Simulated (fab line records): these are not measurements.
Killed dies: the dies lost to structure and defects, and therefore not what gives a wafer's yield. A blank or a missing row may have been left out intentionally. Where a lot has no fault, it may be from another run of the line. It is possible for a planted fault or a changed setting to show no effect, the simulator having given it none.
Chamber matching + flow sfq line + SFQ_TRILAYER_A5B_CMP_CMP_130 on cmp-02 has 4 sister chambers
The step polishes, stops on Nb, target thk 340.7 nm. 7 wafers are shown with their chamber, then 9 later ones without.

WAFERS, EACH WITH ITS CHAMBER
| wafer  | chamber | motor current A (A) |
|--------|---------|---------------------|
| L349.4 | 0       | 9.9                 |
| L357.5 | 3       | 8.6                 |
| L357.6 | 2       | 11.5                |
| L358.1 | 3       | 8.8                 |
| L363.1 | 1       | 9.5                 |
| L363.4 | 2       | 11.4                |
| L363.6 | 1       | 10.0                |

WAFERS WITH NO CHAMBER GIVEN
| wafer  | motor current A (A) |
|--------|---------------------|
| L364.3 | 11.7                |
| L364.1 | 11.0                |
| L364.6 | 11.4                |
| L365.3 | 8.9                 |
| L365.1 | 11.9                |
| L365.6 | 8.5                 |
| L369.1 | 10.1                |
| L369.2 | 11.4                |
| L369.6 | 10.5                |

WHICH CHAMBER EACH ONE RAN IN
| wafer  | from the rows above          | in truth                   |
|--------|------------------------------|----------------------------|
| L364.3 | 2                            | 2                          |
| L364.1 | 2                            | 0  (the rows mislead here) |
| L364.6 | 2                            | 2                          |
| L365.3 | 3                            | 3                          |
| L365.1 | 2                            | 2                          |
| L365.6 | 3                            | 3                          |
| L369.1 | can't be placed: 0 or 1      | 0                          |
| L369.2 | 2                            | 2                          |
| L369.6 | can't be placed: 0 or 1 or 2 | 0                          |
6 of 9 placed correctly. Can't be placed from these rows: 2 (the true chamber is among the candidates in 2). Number placed wrongly: 1.
How it was worked out, from the rows above alone: a wafer's distance from a chamber is the root of the sum, over the readings, of the square of ((its reading less the chamber's mean) divided by the reading's scatter). If the next closest chamber is less than 2 further off than the closest, the wafer can't be placed; otherwise it belongs to the closest. The mean given for a chamber averages the wafers shown for that chamber. The scatter: take each reading less its chamber's mean, square it, sum over the shown wafers, divide by the number of wafers less the number of chambers, and take the root.
